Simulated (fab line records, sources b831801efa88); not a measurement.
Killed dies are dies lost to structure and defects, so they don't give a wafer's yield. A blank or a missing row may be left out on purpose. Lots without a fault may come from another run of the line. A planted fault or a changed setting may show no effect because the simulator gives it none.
fab line records | flow sky130
record lots=10 wafers=30 last_day=50
route steps=708 shown SPACER@304 LOCAL_INTERCONNECT@400 CONTACT@421
lots that met no fault: from a run of the same line without faults
start_h: hours from the record's first day to the start of the lot's first wafer shown | wait_h: hours since the lot's step before | " the same as in the row above | L1.1+2: a row that stands for several wafers | - no value, or no start given | * or withheld: withheld | < > ~ a bound
route shown NAME@n: a module of which the file shows steps, and the number in the route of the first | usual: mean/standard deviation of fault-free wafers | same: alike in all rows | chamber/n: place in a boat | sites: the reading at each site | _std_site: their standard deviation | _edge_site: outer sites' mean less inner sites' | radius_mm: how far each site lies from the wafer's centre | mask NAME#n: copy n | behind: the tool/chamber that last shaped the wafer | hold: why the lot was held/for how many hours/how that ended | device: the transistor (n, p or np) that didn't switch | end of line: the same wafers' tests at the end of the route | a step without rows: its recipe alone | killed: dies lost to structure and defects at the first sort, not the wafer's yield | map: a wafer's dies, x killed, . not, _ none there
set.NAME: the setting as run; set.NAME@STEP: as run at that earlier step | model.NAME: the simulator's own value behind a step, which no gauge read
steps of the route over a sample of lots; a table a step, a row a wafer
services: from which hour (start_h, from the record's first day; less than 0 if before it) a tool's chamber was out of use, for how many hours, and why
## steps
# step SKY_SPACER_CVD_00
# recipe material=Si3N4 precursor=DCS/NH3 target_thk_nm=43.1 temp_c=770 time_s=740 pressure_mtorr=250
# usual spike_tc_upper_C=770.5/1.2 zone_power_lower_pct=14.1/0.3
# columns lot.wafer tool chamber start_h wait_h spike_tc_upper_C zone_power_lower_pct
L591.1 lpcvd-02 0 544.20 2.9 770.8 14.2
L591.4 " 0 " " 771.2 14.3
L591.5 " 0 " " 770.4 14.2
L595.1 lpcvd-02 1 586.85 0.0 769.3 13.8
L595.3 " 1 " " 770.4 13.8
L595.5 " 1 " " 770.2 13.8
L598.1 lpcvd-02 1 602.15 0.0 769.6 13.8
L598.3 " 1 " " 768.2 13.8
L598.6 " 1 " " 769.1 13.7
L601.1 lpcvd-02 0 626.70 0.0 769.5 14.0
L601.2 " 0 " " 770.1 14.3
L601.3 " 0 " " 772.1 14.4
L604.4 lpcvd-02 0 644.19 0.6 770.4 14.2
L604.5 " 0 " " 771.7 14.1
L604.6 " 0 " " 772.3 14.2
L607.2 lpcvd-02 0 673.31 0.0 772.1 14.3
L607.5 " 0 " " 768.7 14.2
L607.6 " 0 " " 770.7 14.2
L608.2 lpcvd-02 0 679.72 0.0 769.7 14.3
L608.3 " 0 " " 770.8 14.1
L608.4 " 0 " " 771.3 14.1
L609.3 lpcvd-02 1 695.41 0.0 767.6 13.8
L609.4 " 1 " " 768.6 13.6
L609.5 " 1 " " 769.9 14.1
L610.1 lpcvd-02 0 697.67 1.4 771.8 14.5
L610.4 " 0 " " 772.3 14.3
L610.5 " 0 " " 772.0 14.3
L611.2 lpcvd-02 0 701.28 2.8 771.1 14.4
L611.3 " 0 " " 770.7 14.4
L611.6 " 0 " " 770.3 14.4
# step SKY_SPACER_THK_MEAS_01
# recipe reads=Si3N4_of_SPACER_CVD_00
# usual SPACER_CVD_00_THK=43.0/0.4
# columns lot.wafer tool chamber start_h wait_h hold SPACER_CVD_00_THK[nm]
L591.1 film_metro-01 - 546.01 0.0 - 42.7
L591.4 " - " " - 42.2
L591.5 " - " " - 42.5
L595.1 film_metro-02 - 588.06 0.0 - 43.6
L595.3 " - " " - 43.5
L595.5 " - " " - 43.5
L598.1 film_metro-01 - 603.36 0.0 - 43.3
L598.3 " - " " - 42.8
L598.6 " - " " - 43.0
L601.1 film_metro-01 - 627.91 0.0 - 42.8
L601.2 " - " " - 43.0
L601.3 " - " " - 42.5
L604.4 film_metro-01 - 645.42 0.0 - 42.4
L604.5 " - " " - 42.5
L604.6 " - " " - 42.3
L607.2 film_metro-02 - 674.53 0.0 - 42.4
L607.5 " - " " - 42.1
L607.6 " - " " - 42.5
L608.2 film_metro-03 - 680.93 0.0 - 43.3
L608.3 " - " " - 42.8
L608.4 " - " " - 43.1
L609.3 film_metro-01 - 696.64 0.0 await_dispo/0.2h/release 48.8
L609.4 " - " " await_dispo/0.2h/release 48.7
L609.5 " - " " await_dispo/0.2h/release 48.8
L609.3 film_metro-01 - 696.87 0.2 - 48.8
L609.4 " - " " - 48.7
L609.5 " - " " - 48.7
L610.1 film_metro-03 - 698.88 0.0 await_dispo/0.2h/release 48.4
L610.4 " - " " await_dispo/0.2h/release 48.2
L610.5 " - " " await_dispo/0.2h/release 48.5
L610.1 film_metro-03 - 699.10 0.2 - 48.4
L610.4 " - " " - 48.2
L610.5 " - " " - 48.5
L611.2 film_metro-01 - 702.50 0.0 await_dispo/0.2h/release 48.4
L611.3 " - " " await_dispo/0.2h/release 49.0
L611.6 " - " " await_dispo/0.2h/release 48.4
L611.2 film_metro-01 - 702.76 0.2 - 48.5
L611.3 " - " " - 49.1
L611.6 " - " " - 48.4
# step SKY_SPACER_ETCHBACK_02
# recipe chemistry=CH3F/O2 target=Si3N4 stop_on=SiO2 source_w=400 bias_w=80 pressure_mtorr=25 ch3f_flow_sccm=40 O2_flow_sccm=30 time_s=46.7 target_depth_a=450
# usual chamber_pressure_mTorr=24.998/0.022 drypump_motor_current_A=5.7/0.38 oes_product_au=0.853/0.006 throttle_valve_pct=10.561/0.0092
# columns lot.wafer tool chamber start_h wait_h hold chamber_pressure_mTorr drypump_motor_current_A oes_product_au rf_hours_counter_h throttle_valve_pct
L591.1 rie_diel-01 0 546.07 0.1 - 25.006 5.3 0.855 60 10.549
L591.4 " 2 " " - 24.993 5.8 0.847 14 10.555
L591.5 " 2 " " - 24.999 5.8 0.855 - 10.560
L595.1 rie_diel-03 0 588.12 0.1 - 24.972 6.0 0.869 41 10.560
L595.3 " 2 " " - 24.992 5.2 0.851 6 10.561
L595.5 " 2 " " - 24.988 5.2 0.859 - 10.559
L598.1 rie_diel-02 3 603.42 0.1 - 24.972 5.8 0.849 31 10.550
L598.3 " 2 " " - 25.000 5.8 0.850 40 10.569
L598.6 " 2 " " - 24.982 5.8 0.859 - 10.562
L601.1 rie_diel-01 1 627.97 0.1 - 25.022 5.7 0.848 59 10.569
L601.2 " 2 " " - 25.001 5.8 0.857 16 10.562
L601.3 " 3 " " - 25.003 6.1 0.849 5 10.576
L604.4 rie_diel-02 3 645.45 0.0 - 24.975 5.8 0.849 32 10.564
L604.5 " 0 " " - 25.041 5.7 0.850 - 10.561
L604.6 " 3 " " - 24.973 5.8 0.856 - 10.567
L607.2 rie_diel-03 1 674.58 0.0 - 24.994 5.4 0.838 12 10.553
L607.5 " 2 " " - 25.005 5.2 0.845 - 10.569
L607.6 " 1 " " - 25.014 5.4 0.853 - 10.566
L608.2 rie_diel-01 3 680.98 0.0 - 24.949 6.2 0.860 7 10.552
L608.3 " 1 " " - 24.984 5.6 0.853 60 10.577
L608.4 " 3 " " - 25.034 6.1 0.849 - 10.551
L609.3 rie_diel-02 1 701.72 4.8 await_dispo/4.8h/release 25.000 5.0 0.915 5 10.582
L609.4 " 2 " " await_dispo/4.8h/release 25.022 5.7 0.915 - 10.582
L609.5 " 3 " " await_dispo/4.8h/release 25.021 5.9 0.922 - 10.567
L610.1 rie_diel-01 2 701.89 2.8 await_dispo/2.7h/release 24.977 5.8 0.912 18 10.576
L610.4 " 3 " " await_dispo/2.7h/release 25.031 6.1 0.909 - 10.582
L610.5 " 0 " " await_dispo/2.7h/release 25.006 5.4 0.912 - 10.563
L611.2 rie_diel-03 3 705.90 3.1 await_dispo/3.1h/release 24.986 6.2 0.910 25 10.582
L611.3 " 0 " " await_dispo/3.1h/release 24.983 6.0 0.923 43 10.566
L611.6 " 2 " " await_dispo/3.1h/release 24.967 5.3 0.912 - 10.584
# step SKY_LOCAL_INTERCONNECT_ETCH_13
# recipe chemistry=N2/H2 target=BARC ion_energy_ev=200 bias_w=100 pressure_mtorr=30 n2_flow_sccm=100 h2_flow_sccm=200 icp_w=500 stop_on=SiO2 time_s=45.9 target_depth_a=600
# usual chamber_pressure_mTorr=29.998/0.029 drypump_motor_current_A=5.5/0.5 oes_product_au=0.856/0.0045 throttle_valve_pct=13.227/0.0088
# columns lot.wafer tool chamber start_h wait_h chamber_pressure_mTorr drypump_motor_current_A oes_product_au rf_hours_counter_h throttle_valve_pct
L591.1 rie_metal-03 1 725.04 0.0 30.038 6.2 0.858 0 13.220
L591.4 " 0 " " 30.009 5.1 0.856 - 13.231
L591.5 " 1 " " 29.993 6.2 0.860 - 13.227
L595.1 rie_metal-03 1 761.32 0.0 30.010 6.2 0.864 2 13.249
L595.3 " 1 " " 30.018 6.2 0.855 - 13.219
L595.5 " 1 " " 29.980 6.2 0.857 - 13.225
L598.1 rie_metal-01 1 776.04 0.0 29.965 5.9 0.852 8 13.226
L598.3 " 0 " " 30.021 4.7 0.857 - 13.225
L598.6 " 1 " " 29.962 5.9 0.861 - 13.225
L601.1 rie_metal-04 1 798.54 0.0 30.027 5.4 0.862 14 13.245
L601.2 " 1 " " 29.998 5.4 0.848 - 13.230
L601.3 " 1 " " 30.031 5.4 0.851 - 13.222
L604.4 rie_metal-04 0 815.09 0.1 30.009 5.7 0.857 - 13.240
L604.5 " 0 " " 29.963 5.7 0.858 - 13.222
L604.6 " 0 " " 29.969 5.7 0.856 - 13.219
L607.2 rie_metal-03 1 840.52 0.0 29.955 6.2 0.851 5 13.227
L607.5 " 1 " " 29.978 6.2 0.856 - 13.224
L607.6 " 0 " " 29.995 5.1 0.850 - 13.226
L608.2 rie_metal-04 1 846.32 0.0 30.033 5.5 0.860 0 13.250
L608.3 " 0 " " 29.989 5.7 0.861 - 13.215
L608.4 " 1 " " 29.993 5.5 0.856 - 13.226
L609.3 rie_metal-03 0 862.09 0.0 29.977 5.1 0.852 - 13.227
L609.4 " 1 " " 29.988 6.2 0.860 - 13.242
L609.5 " 0 " " 30.052 5.1 0.859 - 13.216
L610.1 rie_metal-03 1 863.67 0.0 29.991 6.2 0.851 6 13.219
L610.4 " 1 " " 29.976 6.2 0.858 - 13.218
L610.5 " 1 " " 29.979 6.2 0.856 - 13.235
L611.2 rie_metal-01 0 866.07 0.0 30.024 4.8 0.847 10 13.244
L611.3 " 0 " " 29.962 4.8 0.850 - 13.221
L611.6 " 1 " " 30.025 5.9 0.857 - 13.221
# step SKY_CONTACT_OVL_MEAS_15
# usual CONTACT_OVL=-1/5.3
# columns lot.wafer tool chamber start_h wait_h CONTACT_OVL[nm]
L591.1 overlay-02 - 753.85 0.1 6
L591.4 " - " " -4
L591.5 " - " " 0
L595.1 overlay-01 - 789.95 0.1 -5
L595.3 " - " " -5
L595.5 " - " " -7
L598.1 overlay-01 - 804.26 0.1 -4
L598.3 " - " " -8
L598.6 " - " " -10
L601.1 overlay-01 - 826.49 0.1 4
L601.2 " - " " -5
L601.3 " - " " 2
L604.4 overlay-01 - 842.59 0.1 0
L604.5 " - " " 4
L604.6 " - " " 2
L607.2 overlay-02 - 867.91 0.1 4
L607.5 " - " " 0
L607.6 " - " " 2
L608.2 overlay-01 - 873.13 0.1 -5
L608.3 " - " " 3
L608.4 " - " " -4
L609.3 overlay-01 - 889.22 0.1 3
L609.4 " - " " 7
L609.5 " - " " 6
L610.1 overlay-01 - 890.64 0.1 3
L610.4 " - " " 4
L610.5 " - " " 3
L611.2 overlay-01 - 893.41 0.1 -3
L611.3 " - " " 3
L611.6 " - " " 1
# step SKY_CONTACT_SPUTTER_23
# recipe material=TiN target_thk_nm=20 chamber_pressure_pa=5 power_w=4000 time_s=80
# usual throttle_valve_pct=30.1/0.91
# columns lot.wafer tool chamber start_h wait_h throttle_valve_pct
L591.1 pvd_sputter-03 - 754.79 0.0 29.8
L591.4 " - " " 31.0
L591.5 " - " " 30.0
L595.1 pvd_sputter-03 - 790.75 0.0 29.2
L595.3 " - " " 29.7
L595.5 " - " " 29.8
L598.1 pvd_sputter-02 - 805.06 0.0 28.9
L598.3 " - " " 30.5
L598.6 " - " " 29.0
L601.1 pvd_sputter-02 - 827.25 0.0 32.3
L601.2 " - " " 28.8
L601.3 " - " " 31.2
L604.4 pvd_sputter-03 - 843.34 0.0 31.2
L604.5 " - " " 29.6
L604.6 " - " " 29.1
L607.2 pvd_sputter-04 - 868.67 0.0 30.3
L607.5 " - " " 30.3
L607.6 " - " " 30.1
L608.2 pvd_sputter-04 - 873.91 0.0 29.6
L608.3 " - " " 29.8
L608.4 " - " " 30.5
L609.3 pvd_sputter-03 - 889.98 0.0 29.3
L609.4 " - " " 31.3
L609.5 " - " " 30.1
L610.1 pvd_sputter-04 - 891.42 0.0 30.3
L610.4 " - " " 29.2
L610.5 " - " " 30.5
L611.2 pvd_sputter-02 - 894.17 0.0 30.5
L611.3 " - " " 29.0
L611.6 " - " " 28.8
## services
# columns tool chamber start_h hours kind
lpcvd-02 - 520.78 0.9 repair
pvd_sputter-04 - 550.17 1.0 repair
rie_diel-03 2 568.53 7.1 repair
rie_diel-01 0 570.26 1.4 repair
pvd_sputter-04 - 584.20 2.3 repair
rie_diel-02 0 587.78 34.2 repair
rie_metal-03 1 589.60 38.0 repair
rie_diel-01 1 597.39 29.0 repair
rie_diel-01 0 597.95 1.8 repair
rie_diel-01 2 604.12 3.0 repair
rie_metal-04 - 606.76 1.9 repair
pvd_sputter-04 - 609.44 3.4 repair
rie_diel-01 2 641.40 8.6 repair
pvd_sputter-04 - 702.63 3.6 repair
rie_diel-03 1 707.61 32.4 repair
pvd_sputter-03 - 709.37 1.9 repair
pvd_sputter-03 - 722.61 8.9 repair
rie_diel-03 - 727.40 0.9 repair
pvd_sputter-04 - 750.59 8.9 repair
rie_diel-03 0 765.71 7.6 repair
lpcvd-02 - 803.00 6.1 pm
rie_diel-01 - 808.10 1.2 repair
rie_diel-01 3 827.96 14.4 repair
rie_diel-01 3 885.95 15.0 repair
## key
first_sign step=SKY_SPACER_THK_MEAS_01 reading=visit direction=added
effect step=SKY_SPACER_THK_MEAS_01 reading=SPACER_CVD_00_THK direction=up sigmas=14 usual=43.0 struck=48.6
effect step=SKY_SPACER_ETCHBACK_02 reading=oes_product_au direction=up sigmas=10 usual=0.853 struck=0.915
met_at SKY_SPACER_CVD_00
struck_lots L609,L610,L611
tester_left_out L609,L610,L611
not_acting_at SKY_LOCAL_INTERCONNECT_ETCH_13,SKY_CONTACT_OVL_MEAS_15,SKY_CONTACT_SPUTTER_23
onset_between 679.72 695.41
also_fits time
fault kind=process_parameter_drift tool=lpcvd-02 chamber=- onset_h=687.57 steps=SKY_SPACER_CVD_00 channel=target_thk_nm offset=5.3573 shape=step end_h=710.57 acts_in=these_recipes_only stated=43.1
# tester_left_out: of these lots the tester's yield and bins aren't shown, on N5 and GAA mostly nor the transistor test; their killed dies are dies lost to structure and defects alone, not to doping, threshold or leakage, so they don't give the yield
